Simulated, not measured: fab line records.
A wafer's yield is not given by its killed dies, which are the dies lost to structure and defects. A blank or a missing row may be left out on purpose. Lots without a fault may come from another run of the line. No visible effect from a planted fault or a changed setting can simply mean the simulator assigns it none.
fab line records || flow sky130
record {"lots": 14, "wafers": 42, "last-day": 50}
route steps=708 shown VIA3@573 PAD_OPEN@708
lots that met no fault: from a run of the same line without faults
start-h: start of the lot's first displayed wafer, in hours after the record's first day || wait-h: hours from the lot's prior step to this one || " as in the row above || L1.1+2: one row covering several wafers at once || - either no value or no given start || * or withheld: withheld || < > ~ a bound
route shown NAME@n: NAME is a module with steps in the file, n the number in the route of the first one || usual: mean/standard deviation of fault-free wafers || same: alike in all rows || chamber/n: place in a boat || sites: each site's reading || _std_site: the values' standard deviation || _edge_site: mean of outer sites minus mean of inner sites || radius-mm: for every site, how far away it sits from the centre of the wafer || mask NAME#n: copy n || behind: tool/chamber where the wafer was last shaped || hold: what put the lot on hold/how long, in hours/how the hold closed || device: whichever transistor did not switch (one of n, p or np) || end of line: tests of these same wafers at the route's end || step lacking rows: just its recipe || killed: not the wafer's yield, but the dies lost to structure and defects at the first sort || map: the dies of a wafer, with x for killed, . for not killed, _ for no die there
set.NAME: the run value of the setting; set.NAME@STEP: its run value at that earlier step || model.NAME: the simulator's own value behind a step, which no gauge read
a sample of lots followed through the steps of the route, with each step as a table and each wafer as a row
services: when a tool's chamber went out of use (start-h, in hours from the record's first day, below 0 if earlier), for how many hours, and the reason
## steps
# step SKY_VIA3_HDPCVD_00
# recipe {"material": "SiO2", "target-thk-nm": 1635, "sigma-open-frac": 0.3, "time-s": 272.5, "temp-c": 400, "sih4-flow-sccm": 60, "pressure-mtorr": 6}
{"lot.wafer": "L455.3+5+6", "tool": "hdpcvd-02", "chamber": "1,1,0", "start-h": 922.11, "wait-h": 0.0}
{"lot.wafer": "L456.1+2+5", "tool": "hdpcvd-02", "chamber": "0,1,1", "start-h": 922.86, "wait-h": 0.0}
{"lot.wafer": "L458.1+3+6", "tool": "hdpcvd-01", "chamber": "1,2,0", "start-h": 933.42, "wait-h": 0.0}
{"lot.wafer": "L460.1+2+3", "tool": "hdpcvd-01", "chamber": "2,0,1", "start-h": 953.89, "wait-h": 0.0}
{"lot.wafer": "L461.3+4+6", "tool": "hdpcvd-01", "chamber": "2,0,1", "start-h": 955.20, "wait-h": 0.0}
{"lot.wafer": "L462.1+2+4", "tool": "hdpcvd-01", "chamber": "0,2,1", "start-h": 959.93, "wait-h": 0.0}
{"lot.wafer": "L463.1+3+4", "tool": "hdpcvd-02", "chamber": "2,0,1", "start-h": 968.91, "wait-h": 0.0}
{"lot.wafer": "L464.1+2+6", "tool": "hdpcvd-01", "chamber": "1,0,1", "start-h": 977.27, "wait-h": 0.0}
{"lot.wafer": "L465.3+5+6", "tool": "hdpcvd-01", "chamber": "0,1,2", "start-h": 988.80, "wait-h": 0.0}
{"lot.wafer": "L470.2+3+6", "tool": "hdpcvd-01", "chamber": "2,0,2", "start-h": 1018.61, "wait-h": 0.0}
{"lot.wafer": "L471.1+5+6", "tool": "hdpcvd-02", "chamber": "0,1,0", "start-h": 1025.38, "wait-h": 0.0}
{"lot.wafer": "L472.2+5+6", "tool": "hdpcvd-01", "chamber": "0,2,0", "start-h": 1033.03, "wait-h": 0.0}
{"lot.wafer": "L473.1+3+4", "tool": "hdpcvd-02", "chamber": "1,0,2", "start-h": 1035.39, "wait-h": 0.0}
{"lot.wafer": "L477.1+4+5", "tool": "hdpcvd-02", "chamber": "2,0,2", "start-h": 1057.82, "wait-h": 0.0}
# step SKY_PAD_OPEN_PROBE_99
# usual {"defect-limited-yield": "82.6/1.8", "killed_at_M0_to_M3": "43/6.6", "killed_at_M4_up": "3.4/1.8", "killed-at-contacts": "24/4.9", "killed-at-front-end": "15/4.1", "killed-at-other": "0.3/0.55", "killed-dies": "85/8.8", "killed-open": "46/6.1", "killed-short": "39/5.7", "sort_bin_3_pad_short": "0.9/0.41", "sort_bin_5_function": "10.1/1.5", "sort_bin_6_memory": "6.4/1", "sort-n-pass": "407/8.8", "sort-yield-pct": "82.6/1.8"}
# same {"gross-dies": 492, "killed-at-back-side": 0, "sort_bin_4_leakage[%]": 0, "sort_bin_8_speed[%]": 0}
{"lot.wafer": "L470.2", "tool": "prober-02", "chamber": "-", "start-h": 1167.98, "wait-h": 0.1, "defect-limited-yield[%]": 70.1, "killed_at_M0_to_M3": 103, "killed_at_M4_up": 3, "killed-at-contacts": 22, "killed-at-front-end": 19, "killed-at-other": 0, "killed-dies": 147, "killed-open": 39, "killed-short": 36, "sort_bin_3_pad_short[%]": 5.5, "sort_bin_5_function[%]": 19.7, "sort_bin_6_memory[%]": 4.7, "sort-n-pass": 345, "sort-yield-pct[%]": 70.1}
{"lot.wafer": "L470.3", "tool": "prober-02", "chamber": "-", "start-h": 1168.03, "wait-h": 0.2, "defect-limited-yield[%]": 79.1, "killed_at_M0_to_M3": 68, "killed_at_M4_up": 6, "killed-at-contacts": 16, "killed-at-front-end": 13, "killed-at-other": 0, "killed-dies": 103, "killed-open": 37, "killed-short": 41, "sort_bin_3_pad_short[%]": 2.2, "sort_bin_5_function[%]": 11.0, "sort_bin_6_memory[%]": 7.7, "sort-n-pass": 389, "sort-yield-pct[%]": 79.1}
{"lot.wafer": "L470.6", "tool": "prober-02", "chamber": "-", "start-h": 1168.18, "wait-h": 0.2, "defect-limited-yield[%]": 70.3, "killed_at_M0_to_M3": 108, "killed_at_M4_up": 3, "killed-at-contacts": 18, "killed-at-front-end": 17, "killed-at-other": 0, "killed-dies": 146, "killed-open": 40, "killed-short": 32, "sort_bin_3_pad_short[%]": 5.1, "sort_bin_5_function[%]": 18.5, "sort_bin_6_memory[%]": 6.1, "sort-n-pass": 346, "sort-yield-pct[%]": 70.3}
{"lot.wafer": "L472.2", "tool": "prober-02", "chamber": "-", "start-h": 1182.06, "wait-h": 0.1, "defect-limited-yield[%]": 74.6, "killed_at_M0_to_M3": 72, "killed_at_M4_up": 8, "killed-at-contacts": 26, "killed-at-front-end": 19, "killed-at-other": 0, "killed-dies": 125, "killed-open": 48, "killed-short": 51, "sort_bin_3_pad_short[%]": 3.5, "sort_bin_5_function[%]": 14.0, "sort_bin_6_memory[%]": 7.9, "sort-n-pass": 367, "sort-yield-pct[%]": 74.6}
{"lot.wafer": "L472.5", "tool": "prober-02", "chamber": "-", "start-h": 1182.21, "wait-h": 0.2, "defect-limited-yield[%]": 68.5, "killed_at_M0_to_M3": 105, "killed_at_M4_up": 7, "killed-at-contacts": 26, "killed-at-front-end": 16, "killed-at-other": 1, "killed-dies": 155, "killed-open": 46, "killed-short": 41, "sort_bin_3_pad_short[%]": 4.7, "sort_bin_5_function[%]": 19.5, "sort_bin_6_memory[%]": 7.3, "sort-n-pass": 337, "sort-yield-pct[%]": 68.5}
{"lot.wafer": "L472.6", "tool": "prober-02", "chamber": "-", "start-h": 1182.26, "wait-h": 0.2, "defect-limited-yield[%]": 78.5, "killed_at_M0_to_M3": 69, "killed_at_M4_up": 3, "killed-at-contacts": 18, "killed-at-front-end": 16, "killed-at-other": 0, "killed-dies": 106, "killed-open": 38, "killed-short": 40, "sort_bin_3_pad_short[%]": 2.8, "sort_bin_5_function[%]": 12.2, "sort_bin_6_memory[%]": 6.5, "sort-n-pass": 386, "sort-yield-pct[%]": 78.5}
# killed by level:class
L470.2 VIA3:unspecified=72 VIA1:geometric-particle:open=9 LOCAL_INTERCONNECT:geometric-particle:short=7 VIA2:geometric-particle:open=6 LI_CONTACT:geometric-particle:open=5 FIELD_ISO:geometric-particle:open=4 FIELD_ISO:geometric-particle:short=4 LI_CONTACT:geometric-particle:short=4
L470.3 VIA3:unspecified=25 METAL2:geometric-particle:short=10 VIA1:geometric-particle:open=7 CONTACT:geometric-particle:open=6 VIA2:geometric-particle:open=6 LI_CONTACT:geometric-particle:open=5 POLY_GATE:geometric-particle:short=5 METAL1:geometric-particle:short=5
L470.6 VIA3:unspecified=74 CONTACT:geometric-particle:open=10 VIA2:geometric-particle:open=7 VIA1:geometric-particle:open=5 FIELD_ISO:geometric-particle:short=4 FIELD_ISO:geometric-particle:open=4 VIA3:geometric-particle:open=4 CONTACT:geometric-particle:short=4
L472.2 VIA3:unspecified=26 CONTACT:geometric-particle:open=9 VIA1:geometric-particle:short=9 LI_CONTACT:geometric-particle:open=8 VIA3:geometric-particle:open=7 METAL1:geometric-particle:short=6 VIA1:geometric-particle:open=6 METAL4:geometric-particle:short=5
L472.5 VIA3:unspecified=66 VIA1:geometric-particle:open=15 CONTACT:geometric-particle:open=9 VIA2:geometric-particle:open=7 LOCAL_INTERCONNECT:geometric-particle:short=6 METAL4:geometric-particle:short=6 CONTACT:geometric-particle:short=5 POLY_GATE:geometric-particle:short=4
L472.6 VIA3:unspecified=28 METAL1:geometric-particle:short=9 POLY_GATE:geometric-particle:short=6 CONTACT:geometric-particle:open=6 VIA3:geometric-particle:open=6 VIA2:geometric-particle:open=5 CONTACT:geometric-particle:short=5 POLY_GATE:geometric-particle:open=4
## services
{"tool": "hdpcvd-01", "chamber": "-", "start-h": 944.13, "hours": 1.6, "kind": "repair"}
{"tool": "hdpcvd-02", "chamber": "-", "start-h": 950.25, "hours": 15.0, "kind": "pm"}
{"tool": "hdpcvd-02", "chamber": 0, "start-h": 950.25, "hours": 15.0, "kind": "vent-cycle"}
{"tool": "hdpcvd-02", "chamber": 1, "start-h": 950.25, "hours": 15.0, "kind": "vent-cycle"}
{"tool": "hdpcvd-02", "chamber": 2, "start-h": 950.25, "hours": 15.0, "kind": "vent-cycle"}
{"tool": "hdpcvd-01", "chamber": 1, "start-h": 961.34, "hours": 7.8, "kind": "repair"}
{"tool": "hdpcvd-02", "chamber": 0, "start-h": 965.25, "hours": "-", "kind": "clean"}
{"tool": "hdpcvd-02", "chamber": 1, "start-h": 965.25, "hours": "-", "kind": "clean"}
{"tool": "hdpcvd-02", "chamber": 2, "start-h": 965.25, "hours": "-", "kind": "clean"}
## key
first-sign {"step": "SKY_PAD_OPEN_PROBE_99", "reading": "sort_bin_3_pad_short", "direction": "up", "sigmas": 7.5, "usual": 0.9, "struck": 4.0}
effect {"step": "SKY_PAD_OPEN_PROBE_99", "reading": "killed_at_M0_to_M3", "direction": "up", "sigmas": 6.8, "usual": 43, "struck": 88}
met-at SKY_VIA3_HDPCVD_00
struck-lots L470,L472
onset-between 988.80 1018.61
fault {"kind": "chamber-particle-source", "tool": "hdpcvd-01", "chamber": "-", "onset-h": 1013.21, "steps": "SKY_VIA3_HDPCVD_00", "rate-per-visit-cm2": 2.1993, "end-h": 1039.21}
